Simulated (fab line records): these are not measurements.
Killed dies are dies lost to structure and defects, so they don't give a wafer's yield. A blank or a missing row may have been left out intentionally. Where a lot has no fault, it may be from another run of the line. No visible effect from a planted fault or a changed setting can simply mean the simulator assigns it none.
Which tool is to blame? | flow sky130 | 24 lots with 72 wafers sampled at 6 steps, on a route of 708 steps

## WHAT THE GAUGES SHOWED, per wafer
SKY_VIA2_THK_MEAS_23: measures by xrf. Usual: VIA2_W_THK typically reads 428 nm, with standard deviation 5.1.
lot  | measured     | on            | VIA2_W_THK (nm) | flag
L074 | day 37 06:15 | film-metro-01 | 422 431 425     |
L075 | day 37 13:49 | film-metro-01 | 427 428 422     |
L076 | day 37 23:41 | film-metro-02 | 431 432 430     |
L077 | day 38 07:25 | film-metro-02 | 428 429 428     |
L078 | day 38 17:12 | film-metro-04 | 435 433 435     |
L079 | day 38 20:38 | film-metro-02 | 428 425 429     |
L080 | day 39 02:38 | film-metro-04 | 424 426 423     |
L081 | day 39 12:59 | film-metro-01 | 433 427 429     |
L082 | day 39 20:56 | film-metro-04 | 424 428 425     |
L083 | day 40 00:42 | film-metro-02 | 423 430 427     |
L084 | day 40 06:53 | film-metro-02 | 422 433 426     |
L085 | day 40 19:13 | film-metro-01 | 431 434 424     |
L086 | day 40 22:12 | film-metro-02 | 428 434 427     |
L087 | day 41 09:16 | film-metro-04 | 432 430 422     |
L088 | day 41 11:41 | film-metro-02 | 421 419 419     |
L089 | day 41 19:23 | film-metro-02 | 424 437 429     |
L090 | day 41 20:54 | film-metro-01 | 440 423 434     |
L091 | day 42 07:34 | film-metro-02 | 420 420 425     |
L092 | day 42 20:40 | film-metro-01 | 440 437 438     |
L093 | day 42 21:58 | film-metro-04 | 430 437 437     |
L094 | day 43 01:02 | film-metro-02 | 427 428 428     |
L095 | day 43 07:13 | film-metro-02 | 425 422 421     |
L096 | day 43 16:15 | film-metro-04 | 431 431 433     |
L097 | day 44 00:09 | film-metro-02 | 422 423 424     |

SKY_PAD_OPEN_BOW_MEAS_13. Usual: PAD_OPEN_BOW typically reads 47 um, with standard deviation 8.6.
lot  | measured     | on            | PAD_OPEN_BOW (um) | flag
L074 | day 46 18:44 | film-metro-02 | 51 51 57          |
L075 | day 47 00:22 | film-metro-02 | 43 57 43          |
L076 | day 47 07:16 | film-metro-01 | 41 49 28          |
L077 | day 47 13:02 | film-metro-03 | 39 47 57          |
L078 | day 47 23:42 | film-metro-01 | 46 35 37          |
L079 | day 48 00:19 | film-metro-03 | 40 53 38          |
L080 | day 48 05:17 | film-metro-01 | 44 38 51          |
L081 | day 48 12:52 | film-metro-03 | 51 47 47          |
L082 | day 48 21:58 | film-metro-02 | 49 49 51          |
L083 | day 49 00:19 | film-metro-03 | 54 46 42          |
L084 | day 49 04:08 | film-metro-03 | 47 58 47          |
L085 | day 49 11:43 | film-metro-01 | 44 55 44          |
L086 | day 49 14:37 | film-metro-02 | 43 43 56          |
L087 | day 49 23:23 | film-metro-01 | 32 32 39          |
L088 | day 49 23:44 | film-metro-02 | 67 53 61          |
L089 | day 50 04:40 | film-metro-02 | 36 42 57          |
L090 | day 50 07:04 | film-metro-03 | 49 33 33          |
L091 | day 50 16:07 | film-metro-01 | 59 57 58          |
L092 | day 50 22:48 | film-metro-02 | 52 69 50          |
L093 | day 51 01:44 | film-metro-02 | 37 45 57          |
L094 | day 51 02:52 | film-metro-02 | 40 39 32          |
L095 | day 51 07:16 | film-metro-01 | 48 47 48          |
L096 | day 51 13:13 | film-metro-03 | 39 44 51          |
L097 | day 51 17:47 | film-metro-01 | 37 56 41          |

## EACH LOT AND THE TOOL THAT RAN IT (in order: tool; ch and the chambers of the sampled wafers; start)
lot  | SKY_CAPM_METAL_ETCH_13            | SKY_VIA3_SPUTTER_20          | SKY_METAL4_SPUTTER_01        | SKY_METAL4_DESCUM_15
L074 | rie-metal-04 ch 0,1, day 38 09:52 | pvd-sputter-03, day 40 16:24 | pvd-sputter-01, day 40 17:05 | rie-metal-01 ch 0,1, day 42 19:46
L075 | rie-metal-03 ch 0,1, day 38 16:52 | pvd-sputter-01, day 40 22:45 | pvd-sputter-01, day 40 23:26 | rie-metal-01 ch 0,1, day 43 01:52
L076 | rie-metal-02 ch 1, day 39 02:05   | pvd-sputter-01, day 41 07:09 | pvd-sputter-03, day 41 07:50 | rie-metal-03 ch 0,1, day 43 08:11
L077 | rie-metal-04 ch 0,1, day 39 09:02 | pvd-sputter-03, day 41 13:53 | pvd-sputter-04, day 41 14:37 | rie-metal-04 ch 0,1, day 43 15:53
L078 | rie-metal-02 ch 0, day 39 19:28   | pvd-sputter-01, day 42 00:25 | pvd-sputter-04, day 42 01:22 | rie-metal-01 ch 0,1, day 44 02:22
L079 | rie-metal-03 ch 0,1, day 39 23:11 | pvd-sputter-01, day 42 02:35 | pvd-sputter-04, day 42 03:17 | rie-metal-04 ch 0,1, day 44 03:49
L080 | rie-metal-03 ch 0,1, day 40 04:08 | pvd-sputter-01, day 42 07:41 | pvd-sputter-03, day 42 08:33 | rie-metal-04 ch 0,1, day 44 07:35
L081 | rie-metal-02 ch 0,1, day 40 14:14 | pvd-sputter-03, day 42 19:28 | pvd-sputter-04, day 42 20:09 | rie-metal-03 ch 0,1, day 44 19:10
L082 | rie-metal-04 ch 0,1, day 40 22:14 | pvd-sputter-02, day 43 01:55 | pvd-sputter-01, day 43 02:36 | rie-metal-04 ch 0,1, day 45 02:35
L083 | rie-metal-04 ch 0,1, day 41 02:21 | pvd-sputter-02, day 43 06:43 | pvd-sputter-01, day 43 07:24 | rie-metal-01 ch 0,1, day 45 05:40
L084 | rie-metal-04 ch 0,1, day 41 08:25 | pvd-sputter-03, day 43 12:18 | pvd-sputter-01, day 43 12:59 | rie-metal-04 ch 0,1, day 45 11:53
L085 | rie-metal-03 ch 0,1, day 41 19:54 | pvd-sputter-01, day 43 23:33 | pvd-sputter-01, day 44 00:14 | rie-metal-04 ch 0,1, day 45 21:13
L086 | rie-metal-02 ch 0,1, day 41 23:14 | pvd-sputter-01, day 44 01:23 | pvd-sputter-03, day 44 02:04 | rie-metal-03 ch 0,1, day 46 00:10
L087 | rie-metal-02 ch 0,1, day 42 09:45 | pvd-sputter-03, day 44 11:10 | pvd-sputter-01, day 44 11:50 | rie-metal-04 ch 0,1, day 46 08:53
L088 | rie-metal-04 ch 0,1, day 42 12:18 | pvd-sputter-01, day 44 13:04 | pvd-sputter-03, day 44 13:45 | rie-metal-04 ch 0,1, day 46 10:38
L089 | rie-metal-04 ch 0, day 42 19:57   | pvd-sputter-03, day 44 21:25 | pvd-sputter-01, day 44 22:06 | rie-metal-04 ch 1, day 46 17:38
L090 | rie-metal-02 ch 0,1, day 42 21:37 | pvd-sputter-03, day 44 23:41 | pvd-sputter-01, day 45 00:22 | rie-metal-03 ch 0,1, day 46 20:47
L091 | rie-metal-04 ch 0,1, day 43 07:39 | pvd-sputter-03, day 45 07:46 | pvd-sputter-04, day 45 09:40 | rie-metal-04 ch 0,1, day 47 05:40
L092 | rie-metal-02 ch 0,1, day 43 20:05 | pvd-sputter-01, day 45 19:07 | pvd-sputter-04, day 45 19:49 | rie-metal-03 ch 0,1, day 47 14:55
L093 | rie-metal-04 ch 0,1, day 43 21:35 | pvd-sputter-01, day 45 21:37 | pvd-sputter-03, day 45 22:19 | rie-metal-03 ch 1, day 47 17:32
L094 | rie-metal-04 ch 0,1, day 44 00:31 | pvd-sputter-02, day 46 00:46 | pvd-sputter-03, day 46 01:27 | rie-metal-03 ch 1, day 47 20:13
L095 | rie-metal-02 ch 0,1, day 44 06:15 | pvd-sputter-01, day 46 06:13 | pvd-sputter-03, day 46 06:54 | rie-metal-03 ch 1, day 48 01:28
L096 | rie-metal-04 ch 0,1, day 44 15:29 | pvd-sputter-01, day 46 14:37 | pvd-sputter-04, day 46 15:18 | rie-metal-03 ch 0,1, day 48 09:46
L097 | rie-metal-02 ch 0,1, day 44 23:08 | pvd-sputter-01, day 46 22:00 | pvd-sputter-03, day 46 22:41 | rie-metal-01 ch 0, day 48 15:56
- SKY_CAPM_METAL_ETCH_13: etches TiN in Cl2/BCl3, stops on SiO2, target depth 220 nm, time 62.9 s.
- SKY_VIA3_SPUTTER_20: material TiN, target thk 20 nm, time 80 s.
- SKY_METAL4_SPUTTER_01: material TiN, target thk 20 nm, time 16.7 s.
- SKY_METAL4_DESCUM_15: chemistry O2, time 8 s.

## AS READ BY THE TOOLS THEMSELVES (means over the sampled wafers that have a number; for cases with no such wafer, the mark the record gives instead)
SKY_CAPM_METAL_ETCH_13. Usual: bcl3-flow-sccm 30.01 sccm, standard deviation 0.095; drypump-motor-current-A 5.6 A, standard deviation 0.55; mfc-cl2-sccm 60.01 sccm, standard deviation 0.18; oes-product-au 0.940 a.u., standard deviation 0.0085; throttle-valve-pct 21.903 %, standard deviation 0.01.
lot  | tool         | bcl3-flow-sccm (sccm) | drypump-motor-current-A (A) | mfc-cl2-sccm (sccm) | oes-product-au (a.u.) | throttle-valve-pct (%) | flag
L074 | rie-metal-04 | 29.94                 | 5.6                         | 60.13               | 0.938                 | 21.897                 |
L075 | rie-metal-03 | 30.10                 | 5.4                         | 59.89               | 0.946                 | 21.900                 |
L076 | rie-metal-02 | 30.13                 | 5.1                         | 59.89               | 0.936                 | 21.895                 |
L077 | rie-metal-04 | 30.12                 | 6.0                         | 60.04               | 0.945                 | 21.893                 |
L078 | rie-metal-02 | 30.06                 | 5.9                         | 59.92               | 0.938                 | 21.919                 |
L079 | rie-metal-03 | 30.00                 | 5.8                         | 60.03               | 0.950                 | 21.903                 |
L080 | rie-metal-03 | 30.02                 | 5.7                         | 60.10               | 0.927                 | 21.912                 |
L081 | rie-metal-02 | 29.99                 | 5.3                         | 59.97               | 0.931                 | 21.910                 |
L082 | rie-metal-04 | 30.05                 | 5.6                         | 60.16               | 0.932                 | 21.909                 |
L083 | rie-metal-04 | 29.94                 | 6.0                         | 59.69               | 0.938                 | 21.913                 |
L084 | rie-metal-04 | 30.02                 | 6.0                         | 59.97               | 0.949                 | 21.891                 |
L085 | rie-metal-03 | 29.94                 | 5.7                         | 60.08               | 0.939                 | 21.915                 |
L086 | rie-metal-02 | 30.05                 | 5.4                         | 60.14               | 0.953                 | 21.896                 |
L087 | rie-metal-02 | 30.02                 | 5.3                         | 60.05               | 0.935                 | 21.899                 |
L088 | rie-metal-04 | 30.00                 | 5.6                         | 59.96               | 0.951                 | 21.905                 |
L089 | rie-metal-04 | 30.03                 | 6.4                         | 60.27               | 0.936                 | 21.906                 |
L090 | rie-metal-02 | 30.02                 | 5.6                         | 59.92               | 0.941                 | 21.906                 |
L091 | rie-metal-04 | 30.10                 | 6.0                         | 60.14               | 0.940                 | 21.898                 |
L092 | rie-metal-02 | 29.99                 | 5.6                         | 60.00               | 0.934                 | 21.907                 |
L093 | rie-metal-04 | 30.00                 | 5.6                         | 60.06               | 0.935                 | 21.898                 |
L094 | rie-metal-04 | 30.11                 | 6.0                         | 59.97               | 0.948                 | 21.894                 |
L095 | rie-metal-02 | 30.07                 | 5.3                         | 59.89               | 0.946                 | 21.890                 |
L096 | rie-metal-04 | 30.04                 | 6.0                         | 59.92               | 0.948                 | 21.908                 |
L097 | rie-metal-02 | 29.95                 | 5.3                         | 60.05               | 0.950                 | 21.895                 |

SKY_VIA3_SPUTTER_20. Usual: throttle-valve-pct reads 29.9 % (standard deviation 1.3).
lot  | tool           | throttle-valve-pct (%) | flag
L074 | pvd-sputter-03 | 29.2                   |
L075 | pvd-sputter-01 | 29.7                   |
L076 | pvd-sputter-01 | 30.2                   |
L077 | pvd-sputter-03 | 29.5                   |
L078 | pvd-sputter-01 | 30.1                   |
L079 | pvd-sputter-01 | 29.8                   |
L080 | pvd-sputter-01 | 30.6                   |
L081 | pvd-sputter-03 | 28.3                   |
L082 | pvd-sputter-02 | 30.9                   |
L083 | pvd-sputter-02 | 30.2                   |
L084 | pvd-sputter-03 | 28.8                   |
L085 | pvd-sputter-01 | 29.8                   |
L086 | pvd-sputter-01 | 30.1                   |
L087 | pvd-sputter-03 | 30.4                   |
L088 | pvd-sputter-01 | 30.4                   |
L089 | pvd-sputter-03 | 29.5                   |
L090 | pvd-sputter-03 | 29.6                   |
L091 | pvd-sputter-03 | 28.8                   |
L092 | pvd-sputter-01 | 29.7                   |
L093 | pvd-sputter-01 | 29.1                   |
L094 | pvd-sputter-02 | 31.7                   |
L095 | pvd-sputter-01 | 30.5                   |
L096 | pvd-sputter-01 | 29.6                   |
L097 | pvd-sputter-01 | 30.3                   |

SKY_METAL4_SPUTTER_01. Usual: throttle-valve-pct reads 29.9 % (standard deviation 1.2).
lot  | tool           | throttle-valve-pct (%) | flag
L074 | pvd-sputter-01 | 30.3                   |
L075 | pvd-sputter-01 | 29.7                   |
L076 | pvd-sputter-03 | 29.5                   |
L077 | pvd-sputter-04 | 30.6                   |
L078 | pvd-sputter-04 | 31.1                   |
L079 | pvd-sputter-04 | 30.6                   |
L080 | pvd-sputter-03 | 29.6                   |
L081 | pvd-sputter-04 | 30.6                   |
L082 | pvd-sputter-01 | 29.6                   |
L083 | pvd-sputter-01 | 30.5                   |
L084 | pvd-sputter-01 | 30.4                   |
L085 | pvd-sputter-01 | 30.6                   |
L086 | pvd-sputter-03 | 29.3                   |
L087 | pvd-sputter-01 | 29.5                   |
L088 | pvd-sputter-03 | 29.4                   |
L089 | pvd-sputter-01 | 30.4                   |
L090 | pvd-sputter-01 | 30.3                   |
L091 | pvd-sputter-04 | 30.4                   |
L092 | pvd-sputter-04 | 30.7                   |
L093 | pvd-sputter-03 | 29.9                   |
L094 | pvd-sputter-03 | 29.8                   |
L095 | pvd-sputter-03 | 28.6                   |
L096 | pvd-sputter-04 | 30.3                   |
L097 | pvd-sputter-03 | 28.6                   |

SKY_METAL4_DESCUM_15. Usual: drypump-motor-current-A 5.7 A, standard deviation 0.53; oes-product-au 1.000 a.u., standard deviation 0.01; temp-c 39.98 C, standard deviation 0.12.
lot  | tool         | drypump-motor-current-A (A) | oes-product-au (a.u.) | temp-c (C) | flag
L074 | rie-metal-01 | 5.2                         | 1.019                 | 40.07      |
L075 | rie-metal-01 | 5.5                         | 1.017                 | 39.94      |
L076 | rie-metal-03 | 5.8                         | 0.990                 | 40.03      |
L077 | rie-metal-04 | 5.6                         | 0.986                 | 40.05      |
L078 | rie-metal-01 | 5.2                         | 1.017                 | 39.90      |
L079 | rie-metal-04 | 5.6                         | 0.994                 | 40.13      |
L080 | rie-metal-04 | 5.6                         | 0.990                 | 39.81      |
L081 | rie-metal-03 | 5.7                         | 1.007                 | 39.86      |
L082 | rie-metal-04 | 6.0                         | 0.995                 | 40.06      |
L083 | rie-metal-01 | 5.2                         | 1.010                 | 40.00      |
L084 | rie-metal-04 | 6.0                         | 0.995                 | 39.99      |
L085 | rie-metal-04 | 5.6                         | 0.996                 | 40.10      |
L086 | rie-metal-03 | 5.8                         | 0.989                 | 39.96      |
L087 | rie-metal-04 | 6.0                         | 1.002                 | 40.14      |
L088 | rie-metal-04 | 5.6                         | 0.990                 | 39.93      |
L089 | rie-metal-04 | 5.2                         | 0.984                 | 39.97      |
L090 | rie-metal-03 | 5.4                         | 1.002                 | 39.90      |
L091 | rie-metal-04 | 5.6                         | 0.991                 | 40.01      |
L092 | rie-metal-03 | 5.4                         | 1.004                 | 40.02      |
L093 | rie-metal-03 | 6.1                         | 1.000                 | 40.00      |
L094 | rie-metal-03 | 6.1                         | 1.001                 | 39.81      |
L095 | rie-metal-03 | 6.1                         | 1.000                 | 40.03      |
L096 | rie-metal-03 | 5.4                         | 0.997                 | 39.96      |
L097 | rie-metal-01 | 5.6                         | 1.006                 | 39.85      |

## THE ANSWER, worked out from the rows above alone
Rule: take the mean of a lot's wafers that have a number; if it is more than 3 standard deviations from the usual mean, the lot is off. Also off: a lot with no number at a reading for which 4 or more lots have one. The other lots that the step has rows for count as sound. The gauges are gone through in route order, then the tools' own readings, and for those a lot's mean is taken as printed above. At the first step where some lot is off, the reading lying furthest off is the one used; lots without a number count as furthest.
No lot is off at any reading shown: from this, nothing can be told.

## WHAT THE SIMULATOR PUT IN
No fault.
